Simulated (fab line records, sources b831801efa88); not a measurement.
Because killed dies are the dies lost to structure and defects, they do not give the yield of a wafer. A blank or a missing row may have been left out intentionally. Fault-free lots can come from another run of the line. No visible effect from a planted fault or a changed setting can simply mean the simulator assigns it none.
A struck lot beside a sound one + flow sky130 + 14 steps out of a route of 708
Sound: wafers L335.1, L335.2, L335.4. Wafers L330.3, L330.5, L330.6 were the ones struck. The cause is named last.
At each step with rows: each side's tool, then ch and its chambers, then its first start. Under that, the readings that differ: sound wafers + struck wafers + difference of the means + sigmas: that difference in standard deviations of wafers without a fault.
alike: same words and numbers on both sides, and readings whose means sit less than 2 such deviations apart. not compared: any withheld reading, any reading some wafer has no value for, any bound like >300 that may hide the same value, and any number with overlapping values for which the record gives no deviation.
Wherever a step has rows on one side only, a row that says differs or no value, or a row with sigmas, the two part there. Non-overlapping numbers with no deviation appear without sigmas and do not part them. A reading that every wafer of one side lacks parts them only if that side has two wafers or more.

first, 2 steps without rows for these wafers: SKY_VT_ADJUST_LVTN_PEB_05; SKY_VT_ADJUST_LVTN_DEVELOP_06 (develop time 60 s).
SKY_VT_ADJUST_LVTN_OVL_MEAS_07:
  sound on overlay-01 at day 12 03:02; struck on overlay-01 at day 10 14:58
  alike: VT_ADJUST_LVTN_OVL
after that, 1 step had no rows for these wafers: SKY_VT_ADJUST_LVTN_IMPLANT_08.
SKY_VT_ADJUST_LVTN_STRIP_09: strips in O2/N2.
  sound on plasmaAsher-03 ch 0,1, day 12 03:13; struck on plasmaAsher-01 ch 0,1, day 10 15:11
  alike: drypumpMotorCurrentA, o2FlowSccm, oesProductAu, stripTimeToEndpointS
  not compared: rfHoursCounterH
SKY_VT_ADJUST_LVTN_TW_MEAS_10:
  sound on filmMetro-04 at day 12 03:19; struck on filmMetro-04 at day 10 15:16
  alike: VT_ADJUST_LVTN_TW
then, 6 steps without rows for these wafers: SKY_VT_ADJUST_LVTN_DEHYDRATE_11 (time 60 s); SKY_VT_ADJUST_LVTN_HMDS_12 (prime time 60 s); SKY_VT_ADJUST_LVTN_COAT_13 (resist thk 1140 nm); SKY_VT_ADJUST_LVTN_SOFTBAKE_14 (time 60 s); SKY_VT_ADJUST_LVTN_EXPOSE_15 (exposes mask HVN STD DERIVED, target cd 600 nm); SKY_VT_ADJUST_LVTN_PEB_16.
SKY_VT_ADJUST_LVTN_DEVELOP_17: develop time 60 s.
  struck on lithoTrack-04, day 11 14:41; sound on lithoTrack-04 ch 0, day 13 02:44
  no value came back on the struck wafers for chillPlateTempC (C), developTimeS (s); on the sound wafers chillPlateTempC (C) reads 23.05 23.21 22.97
SKY_VT_ADJUST_LVTN_OVL_MEAS_18:
  sound on overlay-02 at day 13 02:53; struck on overlay-02 at day 11 14:48
| reading                    | sound        | struck | difference                    | sigmas |
|----------------------------|--------------|--------|-------------------------------|--------|
| VT_ADJUST_LVTN_01_OVL (nm) | 0.0 1.6 -1.2 | - - -  | no value on the struck wafers |        |

## WHERE THEY PART
Last at SKY_VT_ADJUST_LVTN_OVL_MEAS_18 as far as this record goes, first at SKY_VT_ADJUST_LVTN_DEVELOP_17.

WHY: what the simulator had put in
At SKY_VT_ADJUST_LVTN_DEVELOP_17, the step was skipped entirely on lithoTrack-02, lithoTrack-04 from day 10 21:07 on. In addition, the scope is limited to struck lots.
